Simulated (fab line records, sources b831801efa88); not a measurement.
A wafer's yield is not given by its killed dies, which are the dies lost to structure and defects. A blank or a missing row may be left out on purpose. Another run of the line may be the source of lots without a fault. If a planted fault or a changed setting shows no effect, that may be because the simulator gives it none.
Chamber matching    flow sfq_line    SFQ_TRILAYER_I2_VIA_BARC_OPEN_VIA_ETCH_096 on rie_diel-04 has 4 sister chambers
The step etches BARC in O2, target depth 125 nm, time 41.7 s. 4 wafers are shown with their chamber, then 7 later ones without.

WAFERS, EACH WITH ITS CHAMBER
wafer   chamber  oes_product_au (a.u.)
L377.3  2        0.692
L379.4  3        0.679
L379.5  0        0.686
L379.6  1        0.681

WAFERS MISSING THEIR CHAMBER
wafer   oes_product_au (a.u.)
L380.3  0.686
L380.4  0.683
L381.2  0.680
L381.4  0.694
L394.1  0.682
L394.3  0.679
L394.4  0.687

CHAMBER TAKEN BY EACH
wafer    from the rows above            in truth
L380.3   0                              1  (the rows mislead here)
L380.4   can't be placed: 1 or 0 or 3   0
L381.2   can't be placed: 1 or 3        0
L381.4   2                              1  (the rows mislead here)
L394.1   can't be placed: 1 or 3        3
L394.3   can't be placed: 3 or 1        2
L394.4   0                              0
Correct placement for 1 of the 7. From these rows, 4 cannot be placed; in 2 the true chamber is one of the candidates. Placed wrongly: 2.
How it was worked out, from the rows above alone: a wafer's distance from a chamber is the root of the sum, over the readings, of the square of ((its reading less the chamber's mean) divided by the reading's scatter). If the next closest chamber is less than 2 further off than the closest, the wafer can't be placed; otherwise it belongs to the closest. A chamber's mean is the mean of its shown wafers. The scatter: root of mean squared gap, hidden wafer to nearest shown wafer, with one shown wafer a chamber.
